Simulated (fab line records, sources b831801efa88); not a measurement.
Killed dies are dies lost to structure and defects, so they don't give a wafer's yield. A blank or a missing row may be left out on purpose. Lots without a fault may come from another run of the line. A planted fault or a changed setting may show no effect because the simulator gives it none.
Which tool did it? | flow sky130 | 13 lots, 39 wafers sampled, at 2 steps of a route of 708

WHAT THE GAUGES READ, wafer by wafer
SKY_CONTACT_CD_MEAS_14: target cd 170 nm.
lot  | measured     | on        | cd_nm (nm)
L663 | day 31 04:20 | cd_sem-01 | 167.0 166.4 167.8
L664 | day 31 20:37 | cd_sem-01 | 170.6 169.8 172.1
L665 | day 32 00:14 | cd_sem-01 | 170.2 170.8 170.8
L667 | day 32 14:30 | cd_sem-02 | 170.9 168.9 171.9
L668 | day 33 03:59 | cd_sem-02 | 170.1 170.5 169.9
L669 | day 33 15:31 | cd_sem-02 | 171.7 171.2 170.4
L670 | day 33 22:56 | cd_sem-01 | 170.0 170.1 170.5
L679 | day 36 15:18 | cd_sem-02 | 172.6 173.0 171.5
L682 | day 37 11:22 | cd_sem-02 | 168.2 168.3 168.6
L683 | day 37 18:55 | cd_sem-01 | 172.2 172.0 171.1
L684 | day 38 01:58 | cd_sem-02 | 170.0 169.7 167.9
L685 | day 38 05:52 | cd_sem-02 | 169.0 168.4 169.2
L686 | day 38 10:05 | cd_sem-01 | 171.7 170.5 169.5

SKY_CONTACT_OVL_MEAS_15.
lot  | measured     | on         | CONTACT_OVL (nm)
L663 | day 31 04:27 | overlay-02 | 5 5 9
L664 | day 31 20:44 | overlay-01 | -2 -10 -8
L665 | day 32 00:20 | overlay-01 | 3 5 7
L667 | day 32 14:37 | overlay-02 | 0 11 -2
L668 | day 33 04:05 | overlay-01 | -5 -6 6
L669 | day 33 15:37 | overlay-01 | 2 1 6
L670 | day 33 23:02 | overlay-01 | 3 7 3
L679 | day 36 15:25 | overlay-02 | 4 3 5
L682 | day 37 11:29 | overlay-02 | 2 4 -1
L683 | day 37 19:02 | overlay-01 | -5 0 -8
L684 | day 38 02:05 | overlay-01 | -8 -6 -11
L685 | day 38 05:59 | overlay-02 | 4 8 8
L686 | day 38 10:12 | overlay-02 | 14 3 7

WHICH TOOL RAN EACH LOT (tool, then ch and the chambers of the sampled wafers, then the start)
The record holds no process step before these readings.

WHAT THE TOOLS THEMSELVES READ (means of the sampled wafers that have a number; where no wafer has one, the mark that the record gives instead)
The record holds no such reading with a usual standard deviation.

THE ANSWER, worked out from the rows above alone
Rule: what is usual is taken from the lots themselves. Put in order of their means at a reading, lots are off if they are a third of the lots or fewer, leave a main group of 4 or more, and stand apart from it by a gap of 3 or more times the standard deviation of the main group's means; of several such gaps the widest counts. A main group whose means are all the same, to the digits that the tables above print for the reading, isn't used. A lot without any number at a reading at which 4 lots or more have one is off too. The other lots that the step has rows for count as sound. The gauges are gone through in route order, then the tools' own readings, and for those a lot's mean is taken as printed above. The first step at which some lot is off is used, and at that step the reading that is off furthest; a lot without a number counts as furthest.
No lot is off at any reading shown: from this, nothing can be told.

WHAT THE SIMULATOR HAD PUT IN
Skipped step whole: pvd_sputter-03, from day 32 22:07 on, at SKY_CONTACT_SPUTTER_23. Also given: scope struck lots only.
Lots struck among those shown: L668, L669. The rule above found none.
